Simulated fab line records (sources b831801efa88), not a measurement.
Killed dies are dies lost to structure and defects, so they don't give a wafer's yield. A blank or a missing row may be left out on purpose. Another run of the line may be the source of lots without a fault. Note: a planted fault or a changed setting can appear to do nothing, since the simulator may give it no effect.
The tool behind it: which one? ; flow sfqLine ; 33 wafers from 11 lots sampled at 4 of the route's 325 steps

== WHAT THE GAUGES READ, wafer by wafer ==
No reading from a measuring or inspecting step in the record can be judged against a usual standard deviation.

== EACH LOT AND THE TOOL THAT RAN IT (in order: tool; ch and the chambers of the sampled wafers; start) ==
lot;SFQ_TRILAYER_M5_BARC_OPEN_METAL_ETCH_161;SFQ_TRILAYER_M5_STRIP_STRIP_127;SFQ_TRILAYER_A5B_DEP_PECVD_129;SFQ_TRILAYER_M6_LITHO_EXPOSE_160
L422;rieMetal-01 ch 0,1, day 47 08:04;rieMetal-01 ch 0,1, day 47 08:19;pecvd-03 ch 1,2, day 47 09:05;krfScanner-01 ch 0, day 64 10:41
L423;rieMetal-04 ch 0,1, day 48 03:16;rieMetal-04 ch 0,1, day 48 03:31;pecvd-01 ch 0,1, day 48 04:17;krfScanner-01 ch 0, day 65 02:05
L424;rieMetal-01 ch 0,1, day 48 17:40;rieMetal-01 ch 0,1, day 48 17:55;pecvd-03 ch 0,1,2, day 48 18:41;krfScanner-01 ch 0, day 65 17:41
L425;rieMetal-03 ch 0,1, day 49 08:04;rieMetal-03 ch 0,1, day 49 08:19;pecvd-03 ch 0,1,2, day 49 09:05;krfScanner-01 ch 0, day 66 04:41
L426;rieMetal-03 ch 0,1, day 49 15:17;rieMetal-03 ch 0,1, day 49 15:43;pecvd-02 ch 0,1,2, day 49 16:20;krfScanner-01 ch 0, day 66 07:29
L427;rieMetal-01 ch 0, day 49 20:04;rieMetal-01 ch 0, day 49 20:19;pecvd-01 ch 0,1,2, day 49 21:05;krfScanner-01 ch 0, day 66 14:17
L428;rieMetal-03 ch 0,1, day 49 23:41;rieMetal-03 ch 0,1, day 50 00:07;pecvd-02 ch 0,1, day 50 00:41;krfScanner-01 ch 0, day 66 18:05
L429;rieMetal-03 ch 0,1, day 50 05:40;rieMetal-03 ch 0,1, day 50 05:55;pecvd-03 ch 1,2, day 50 06:41;krfScanner-01 ch 0, day 66 22:29
L430;rieMetal-04 ch 0, day 51 01:00;rieMetal-04 ch 0, day 51 01:41;pecvd-01 ch 0,2, day 51 02:52;krfScanner-01 ch 0, day 67 09:29
L434;rieMetal-03 ch 0,1, day 53 17:05;rieMetal-03 ch 0,1, day 53 17:20;pecvd-01 ch 0,1, day 53 18:07;krfScanner-02 ch 0, day 69 12:53
L435;rieMetal-01 ch 0,1, day 54 11:28;rieMetal-01 ch 0,1, day 54 11:43;pecvd-01 ch 0,1,2, day 54 12:29;krfScanner-02 ch 0, day 70 00:41
- SFQ_TRILAYER_M5_BARC_OPEN_METAL_ETCH_161: etches BARC in O2, target depth 125 nm, time 41.7 s.
- SFQ_TRILAYER_M5_STRIP_STRIP_127: strips in O2.
- SFQ_TRILAYER_A5B_DEP_PECVD_129: deposits SiO2 from SiH4/N2O, time 133.33 s, target thk 600 nm.
- SFQ_TRILAYER_M6_LITHO_EXPOSE_160: exposes mask M6, target cd 500 nm.

== AS READ BY THE TOOLS THEMSELVES (means over the sampled wafers that have a number; for cases with no such wafer, the mark the record gives instead) ==
SFQ_TRILAYER_M5_BARC_OPEN_METAL_ETCH_161. Usual: drypumpMotorCurrentA 5.66 A, standard deviation 0.3; oesProductAu 0.685 a.u., standard deviation 0.0044.
lot;tool;drypumpMotorCurrentA (A);oesProductAu (a.u.);flag
L422;rieMetal-01;5.63;0.687;
L423;rieMetal-04;5.80;0.682;
L424;rieMetal-01;5.61;0.682;
L425;rieMetal-03;5.38;0.680;
L426;rieMetal-03;5.35;0.686;
L427;rieMetal-01;5.89;0.687;
L428;rieMetal-03;5.43;0.684;
L429;rieMetal-03;5.39;0.686;
L430;rieMetal-04;6.12;0.686;
L434;rieMetal-03;5.43;0.685;
L435;rieMetal-01;5.60;0.684;

SFQ_TRILAYER_M5_STRIP_STRIP_127. Usual: drypumpMotorCurrentA 5.66 A, standard deviation 0.3; oesProductAu 1.004 a.u., standard deviation 0.0067.
lot;tool;drypumpMotorCurrentA (A);oesProductAu (a.u.);flag
L422;rieMetal-01;5.62;0.997;
L423;rieMetal-04;5.81;1.003;
L424;rieMetal-01;5.62;1.000;
L425;rieMetal-03;5.35;1.004;
L426;rieMetal-03;5.34;1.009;
L427;rieMetal-01;5.89;1.006;
L428;rieMetal-03;5.44;1.005;
L429;rieMetal-03;5.38;1.009;
L430;rieMetal-04;6.13;1.004;
L434;rieMetal-03;5.43;1.002;
L435;rieMetal-01;5.62;0.999;

SFQ_TRILAYER_A5B_DEP_PECVD_129. Usual: heaterPowerW 94 W, standard deviation 25; throttleValvePct 24.5 %, standard deviation 1.3.
lot;tool;heaterPowerW (W);throttleValvePct (%);flag
L422;pecvd-03;78;24.9;
L423;pecvd-01;70;24.8;
L424;pecvd-03;95;24.0;
L425;pecvd-03;99;24.3;
L426;pecvd-02;115;26.6;
L427;pecvd-01;74;24.2;
L428;pecvd-02;110;26.7;
L429;pecvd-03;74;24.6;
L430;pecvd-01;68;24.8;
L434;pecvd-01;79;24.2;
L435;pecvd-01;79;24.4;

SFQ_TRILAYER_M6_LITHO_EXPOSE_160. Usual: 14.403 for exposureDoseMJCm2, sd 0.013.
lot;tool;exposureDoseMJCm2;flag
L422;krfScanner-01;14.409;
L423;krfScanner-01;14.418;
L424;krfScanner-01;14.402;
L425;krfScanner-01;14.391;
L426;krfScanner-01;14.402;
L427;krfScanner-01;14.410;
L428;krfScanner-01;14.681;OFF
L429;krfScanner-01;14.678;OFF
L430;krfScanner-01;14.676;OFF
L434;krfScanner-02;14.412;
L435;krfScanner-02;14.392;

== THE ANSWER, worked out from the rows above alone ==
Rule: a lot is off if the mean of its wafers that have a number lies more than 3 standard deviations from the usual mean. Also off: a lot with no number at a reading for which 4 or more lots have one. Where the step has rows for the other lots, those lots are counted as sound. The gauges are gone through in route order, then the tools' own readings, and for those a lot's mean is taken as printed above. The first step at which some lot is off is used, and at that step the reading that is off furthest; a lot without a number counts as furthest.
Off: L428, L429, L430, at SFQ_TRILAYER_M6_LITHO_EXPOSE_160 (exposureDoseMJCm2).
A tool fits if, at that step or a process step before it, it ran every lot that is off, and no sound lot after the first of them. One fits: SFQ_TRILAYER_M6_LITHO_EXPOSE_160 on krfScanner-01. Its last sound lot is L427 (day 66 14:17), its first lot that is off L428 (day 66 18:05): a fault that began between those two fits.
The tool's own readings at SFQ_TRILAYER_M6_LITHO_EXPOSE_160 bear it out: on the lots that are off they differ by more than 5 times the standard deviation of the sound lots' means. exposureDoseMJCm2 reads 14.678 there against 14.405 on the sound lots.

== WHAT WAS PUT IN BY THE SIMULATOR ==
Drift in process parameters on krfScanner-01 at SFQ_TRILAYER_M6_LITHO_EXPOSE_160, starting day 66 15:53. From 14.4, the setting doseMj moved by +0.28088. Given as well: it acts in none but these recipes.
Shown lots that were struck: L428, L429, L430. The rule above reached the same finding.
